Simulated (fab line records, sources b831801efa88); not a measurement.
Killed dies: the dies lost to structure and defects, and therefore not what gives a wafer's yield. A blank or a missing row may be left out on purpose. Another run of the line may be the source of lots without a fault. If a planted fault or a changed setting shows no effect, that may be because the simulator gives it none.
Which tool is to blame? || flow gf180mcu || 12 lots with 36 wafers sampled at 3 steps, on a route of 602 steps

WHAT EACH GAUGE READ, for each wafer
GF_CONTACT_RS_MEAS_25: the measuring method here is four-point-probe.
{"lot": "L227", "measured": "day 16 03:10", "on": "filmMetro-03", "CONTACT_W_RS (ohm/sq)": "0.371 0.379 0.368"}
{"lot": "L228", "measured": "day 17 03:58", "on": "filmMetro-01", "CONTACT_W_RS (ohm/sq)": "0.379 0.378 0.380"}
{"lot": "L230", "measured": "day 17 12:58", "on": "filmMetro-03", "CONTACT_W_RS (ohm/sq)": "0.377 0.376 0.383"}
{"lot": "L234", "measured": "day 19 00:30", "on": "filmMetro-01", "CONTACT_W_RS (ohm/sq)": "0.267 0.268 0.267"}
{"lot": "L239", "measured": "day 20 08:29", "on": "filmMetro-03", "CONTACT_W_RS (ohm/sq)": "0.266 0.268 0.267"}
{"lot": "L240", "measured": "day 20 16:59", "on": "filmMetro-03", "CONTACT_W_RS (ohm/sq)": "0.383 0.385 0.378"}
{"lot": "L244", "measured": "day 22 02:49", "on": "filmMetro-03", "CONTACT_W_RS (ohm/sq)": "0.386 0.391 0.395"}
{"lot": "L246", "measured": "day 23 01:02", "on": "filmMetro-04", "CONTACT_W_RS (ohm/sq)": "0.380 0.380 0.380"}
{"lot": "L247", "measured": "day 23 08:43", "on": "filmMetro-01", "CONTACT_W_RS (ohm/sq)": "0.384 0.382 0.386"}
{"lot": "L248", "measured": "day 23 19:12", "on": "filmMetro-01", "CONTACT_W_RS (ohm/sq)": "0.379 0.383 0.387"}
{"lot": "L249", "measured": "day 23 19:57", "on": "filmMetro-01", "CONTACT_W_RS (ohm/sq)": "0.379 0.381 0.385"}
{"lot": "L250", "measured": "day 24 02:53", "on": "filmMetro-01", "CONTACT_W_RS (ohm/sq)": "0.382 0.382 0.387"}

GF_CONTACT_THK_MEAS_26: measures by xrf.
{"lot": "L227", "measured": "day 16 03:17", "on": "filmMetro-03", "CONTACT_W_THK (nm)": "305 299 309"}
{"lot": "L228", "measured": "day 17 04:05", "on": "filmMetro-01", "CONTACT_W_THK (nm)": "300 301 300"}
{"lot": "L230", "measured": "day 17 13:05", "on": "filmMetro-03", "CONTACT_W_THK (nm)": "298 297 294"}
{"lot": "L234", "measured": "day 19 00:36", "on": "filmMetro-01", "CONTACT_W_THK (nm)": "426 423 426"}
{"lot": "L239", "measured": "day 20 08:37", "on": "filmMetro-03", "CONTACT_W_THK (nm)": "421 420 419"}
{"lot": "L240", "measured": "day 20 17:07", "on": "filmMetro-03", "CONTACT_W_THK (nm)": "293 294 295"}
{"lot": "L244", "measured": "day 22 02:56", "on": "filmMetro-03", "CONTACT_W_THK (nm)": "293 289 286"}
{"lot": "L246", "measured": "day 23 01:09", "on": "filmMetro-04", "CONTACT_W_THK (nm)": "303 302 302"}
{"lot": "L247", "measured": "day 23 08:50", "on": "filmMetro-01", "CONTACT_W_THK (nm)": "294 298 295"}
{"lot": "L248", "measured": "day 23 19:19", "on": "filmMetro-01", "CONTACT_W_THK (nm)": "298 294 294"}
{"lot": "L249", "measured": "day 23 20:04", "on": "filmMetro-01", "CONTACT_W_THK (nm)": "298 298 295"}
{"lot": "L250", "measured": "day 24 03:00", "on": "filmMetro-01", "CONTACT_W_THK (nm)": "296 296 292"}

WHAT TOOL EACH LOT RAN ON (gives the tool, then ch and the chambers of the sampled wafers, and finally the start)
{"lot": "L227", "GF_CONTACT_CVD_24": "cvdW-02 ch 0,1, day 16 03:04"}
{"lot": "L228", "GF_CONTACT_CVD_24": "cvdW-01 ch 0,1, day 17 03:52"}
{"lot": "L230", "GF_CONTACT_CVD_24": "cvdW-02 ch 1, day 17 12:46"}
{"lot": "L234", "GF_CONTACT_CVD_24": "cvdW-02 ch 0,1, day 19 00:24"}
{"lot": "L239", "GF_CONTACT_CVD_24": "cvdW-02 ch 0,1, day 20 08:23"}
{"lot": "L240", "GF_CONTACT_CVD_24": "cvdW-01 ch 0,1, day 20 16:53"}
{"lot": "L244", "GF_CONTACT_CVD_24": "cvdW-01 ch 0,1, day 22 02:43"}
{"lot": "L246", "GF_CONTACT_CVD_24": "cvdW-02 ch 1, day 23 00:56"}
{"lot": "L247", "GF_CONTACT_CVD_24": "cvdW-01 ch 0,1, day 23 08:37"}
{"lot": "L248", "GF_CONTACT_CVD_24": "cvdW-02 ch 0,1, day 23 19:05"}
{"lot": "L249", "GF_CONTACT_CVD_24": "cvdW-02 ch 0,1, day 23 19:51"}
{"lot": "L250", "GF_CONTACT_CVD_24": "cvdW-02 ch 0,1, day 24 02:47"}
- GF_CONTACT_CVD_24: deposits W, target thk 300 nm, time 90.339 s.

WHAT THE TOOLS THEMSELVES READ (means of the sampled wafers that have a number; where no wafer has one, the mark that the record gives instead)
GF_CONTACT_CVD_24.
{"lot": "L227", "tool": "cvdW-02", "chamberPressureTorr (Torr)": 40.08, "heaterPowerW (W)": 728, "susceptorTempC (C)": 399.98}
{"lot": "L228", "tool": "cvdW-01", "chamberPressureTorr (Torr)": 40.03, "heaterPowerW (W)": 862, "susceptorTempC (C)": 399.69}
{"lot": "L230", "tool": "cvdW-02", "chamberPressureTorr (Torr)": 39.90, "heaterPowerW (W)": 946, "susceptorTempC (C)": 400.12}
{"lot": "L234", "tool": "cvdW-02", "chamberPressureTorr (Torr)": 40.02, "heaterPowerW (W)": 858, "susceptorTempC (C)": 399.86}
{"lot": "L239", "tool": "cvdW-02", "chamberPressureTorr (Torr)": 39.95, "heaterPowerW (W)": 842, "susceptorTempC (C)": 400.10}
{"lot": "L240", "tool": "cvdW-01", "chamberPressureTorr (Torr)": 40.02, "heaterPowerW (W)": 859, "susceptorTempC (C)": 400.10}
{"lot": "L244", "tool": "cvdW-01", "chamberPressureTorr (Torr)": 39.96, "heaterPowerW (W)": 852, "susceptorTempC (C)": 400.24}
{"lot": "L246", "tool": "cvdW-02", "chamberPressureTorr (Torr)": 40.03, "heaterPowerW (W)": 953, "susceptorTempC (C)": 399.62}
{"lot": "L247", "tool": "cvdW-01", "chamberPressureTorr (Torr)": 39.95, "heaterPowerW (W)": 873, "susceptorTempC (C)": 400.17}
{"lot": "L248", "tool": "cvdW-02", "chamberPressureTorr (Torr)": 39.99, "heaterPowerW (W)": 751, "susceptorTempC (C)": 399.75}
{"lot": "L249", "tool": "cvdW-02", "chamberPressureTorr (Torr)": 40.00, "heaterPowerW (W)": 849, "susceptorTempC (C)": 400.12}
{"lot": "L250", "tool": "cvdW-02", "chamberPressureTorr (Torr)": 40.08, "heaterPowerW (W)": 751, "susceptorTempC (C)": 400.00}

THE ANSWER, worked out from the rows above alone
Rule: what is usual is taken from the lots themselves. The widest of any qualifying gaps counts: lots, ordered by their means at a reading, are off when they make up no more than a third of the lots, leave a main group of 4 or more, and stand apart from it by 3 or more times the standard deviation of that group's means. A main group whose means are all the same, to the digits that the tables above print for the reading, isn't used. A lot without any number at a reading at which 4 lots or more have one is off too. Where the step has rows for the other lots, those lots are counted as sound. First the gauges in route order, then the tools' own readings, where a lot's mean is used as printed above. At the first step where some lot is off, the reading lying furthest off is the one used; lots without a number count as furthest.
Off: L234, L239, at GF_CONTACT_RS_MEAS_25 (CONTACT_W_RS). Mean 0.382 ohm/sq and standard deviation 0.0044 in the main group.
A tool fits if, at a process step before that reading, it ran every lot that is off, and no sound lot after the first of them. The gauges at GF_CONTACT_RS_MEAS_25 are tried like those tools. None of those tried fits.

WHAT HAD BEEN PUT IN BY THE SIMULATOR
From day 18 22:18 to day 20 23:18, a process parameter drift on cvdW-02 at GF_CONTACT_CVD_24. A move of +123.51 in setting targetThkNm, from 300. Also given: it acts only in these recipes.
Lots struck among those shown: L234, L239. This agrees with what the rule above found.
